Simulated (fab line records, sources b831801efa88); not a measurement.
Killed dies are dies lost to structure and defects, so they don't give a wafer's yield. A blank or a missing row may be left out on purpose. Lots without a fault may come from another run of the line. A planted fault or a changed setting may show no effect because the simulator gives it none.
Split-lot experiment | flow sfq_line | 5 lots, 23 wafers read, on a route of 325 steps

THE SPLIT
At SFQ_TRILAYER_C5_LITHO_PEB_154 (peb time 60 s), the setting peb_temp_c was moved away from the recipe's 115 C on 5 of the 23 wafers read, by +3.1% to +3.2%. The other wafers ran this setting at the recipe's value.

FROM THE SPLIT TO THE READING: what the file shows between them, 1 step
- SFQ_TRILAYER_C5_LITHO_DEVELOP_153: time 60 s

THE READING
C5.cd_nm (the simulator's own value, which no gauge read), in nm, at SFQ_TRILAYER_C5_BARC_OPEN_VIA_ETCH_210 (etches BARC in O2, target depth 125 nm, time 40.6 s). The file gives no usual value for it. The 18 wafers here that ran the recipe average 500.1 nm, standard deviation 1 nm.

wafer  | tool, chamber at the split | peb_temp_c as run, C | against the recipe | C5.cd_nm, nm | against lot-mates on the recipe
L074.1 | litho_track-04, 0          | 118.6                | +3.1%              | 558.2        | +57.5
L074.3 | litho_track-04, 0          | 118.6                | +3.1%              | 556.3        | +55.6
L074.4 | litho_track-04, 0          | 115                  | recipe             | 501.7        | -
L074.5 | litho_track-04, 0          | 115                  | recipe             | 499.9        | -
L074.6 | litho_track-04, 0          | 115                  | recipe             | 500.4        | -
L079.2 | litho_track-01, 0          | 115                  | recipe             | 500.3        | -
L079.3 | litho_track-01, 0          | 115                  | recipe             | 500.6        | -
L079.4 | litho_track-01, 0          | 115                  | recipe             | 500.5        | -
L079.5 | litho_track-01, 0          | 115                  | recipe             | 498.3        | -
L079.6 | litho_track-01, 0          | 115                  | recipe             | 500.4        | -
L081.2 | litho_track-03, 0          | 115                  | recipe             | 498.9        | -
L081.3 | litho_track-03, 0          | 115                  | recipe             | 498.2        | -
L081.4 | litho_track-03, 0          | 115                  | recipe             | 499.5        | -
L082.2 | litho_track-04, 0          | 115                  | recipe             | 501.6        | -
L082.3 | litho_track-04, 0          | 115                  | recipe             | 499.3        | -
L082.4 | litho_track-04, 0          | 115                  | recipe             | 501.1        | -
L082.5 | litho_track-04, 0          | 115                  | recipe             | 501.4        | -
L082.6 | litho_track-04, 0          | 115                  | recipe             | 500.7        | -
L083.1 | litho_track-04, 0          | 118.7                | +3.2%              | 558.1        | +58.7
L083.2 | litho_track-04, 0          | 115                  | recipe             | 500.2        | -
L083.3 | litho_track-04, 0          | 118.7                | +3.2%              | 559.1        | +59.7
L083.4 | litho_track-04, 0          | 118.7                | +3.2%              | 559.4        | +59.9
L083.6 | litho_track-04, 0          | 115                  | recipe             | 498.7        | -

THE FIT
A straight line over all 23 wafers: C5.cd_nm changes by +18.3 nm for each +1% of peb_temp_c; r = +1.00; the points scatter about the line by 1 nm.
The same after taking each lot's own level away (the mean of its wafers on the recipe; 23 wafers): +18.3 nm for each +1%; r = +1.00; scatter 0.86 nm.
On that fit, the largest move of peb_temp_c shifts the reading by 59 nm.
The lots' own levels span 498.87 to 500.82 nm, that is 1.9 times the standard deviation above.
So the lot-to-lot level changes the slope little: the two slopes agree.
Check: with one of the wafers moved furthest among these (+3.2%) left out of the fit, the line predicts +59 nm for it against its lot-mates. It came out at +58.7 nm against them.

THE FILE'S OWN FIT
C5.cd_nm changes by +18.3 nm for each +1% of peb_temp_c, r = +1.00.
